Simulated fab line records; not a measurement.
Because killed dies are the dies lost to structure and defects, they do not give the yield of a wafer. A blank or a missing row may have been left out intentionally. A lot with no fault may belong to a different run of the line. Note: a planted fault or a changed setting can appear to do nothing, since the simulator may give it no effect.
Matching of chambers / flow sfq-line / SFQ_TRILAYER_I0_VIA_BARC_OPEN_VIA_ETCH_046 on rie-diel-03 has 4 sister chambers
The step etches BARC in O2, target depth 125 nm, time 41.7 s. 8 wafers are shown with their chamber, then 7 later ones without.

== WAFERS WITH THEIR CHAMBER ==
wafer=L601.1; chamber=2; drypump-motor-current-A (A)=5.55; oes-product-au (a.u.)=0.694
wafer=L601.3; chamber=1; drypump-motor-current-A (A)=5.73; oes-product-au (a.u.)=0.695
wafer=L601.4; chamber=0; drypump-motor-current-A (A)=5.65; oes-product-au (a.u.)=0.684
wafer=L603.1; chamber=1; drypump-motor-current-A (A)=5.73; oes-product-au (a.u.)=0.692
wafer=L603.2; chamber=0; drypump-motor-current-A (A)=5.66; oes-product-au (a.u.)=0.685
wafer=L603.6; chamber=3; drypump-motor-current-A (A)=5.93; oes-product-au (a.u.)=0.685
wafer=L609.2; chamber=3; drypump-motor-current-A (A)=5.95; oes-product-au (a.u.)=0.693
wafer=L609.3; chamber=2; drypump-motor-current-A (A)=5.53; oes-product-au (a.u.)=0.691

== WAFERS WITHOUT THEIR CHAMBER ==
wafer=L609.4; drypump-motor-current-A (A)=5.94; oes-product-au (a.u.)=0.694
wafer=L610.3; drypump-motor-current-A (A)=5.65; oes-product-au (a.u.)=0.686
wafer=L610.4; drypump-motor-current-A (A)=5.65; oes-product-au (a.u.)=0.683
wafer=L610.6; drypump-motor-current-A (A)=5.93; oes-product-au (a.u.)=0.695
wafer=L611.1; drypump-motor-current-A (A)=5.94; oes-product-au (a.u.)=0.684
wafer=L611.3; drypump-motor-current-A (A)=5.54; oes-product-au (a.u.)=0.687
wafer=L611.6; drypump-motor-current-A (A)=5.56; oes-product-au (a.u.)=0.690

== THE CHAMBER EACH PASSED THROUGH ==
wafer=L609.4; from the rows above=3; in truth=3
wafer=L610.3; from the rows above=0; in truth=0
wafer=L610.4; from the rows above=0; in truth=0
wafer=L610.6; from the rows above=3; in truth=3
wafer=L611.1; from the rows above=3; in truth=3
wafer=L611.3; from the rows above=2; in truth=2
wafer=L611.6; from the rows above=2; in truth=2
Correctly placed: 7 of 7. Number that these rows cannot place: 0. Placed wrongly: 0.
How it was worked out, from the rows above alone: a wafer's distance from a chamber is the root of the sum, over the readings, of the square of ((its reading less the chamber's mean) divided by the reading's scatter). The wafer belongs to the nearest chamber; if the next one is less than 2 further off, it can't be placed. Each chamber's mean is taken over the wafers shown for it. How the scatter is found: for the shown wafers, subtract from each reading the mean of its chamber, square and add these, divide the total by (wafers less chambers), then take the root.
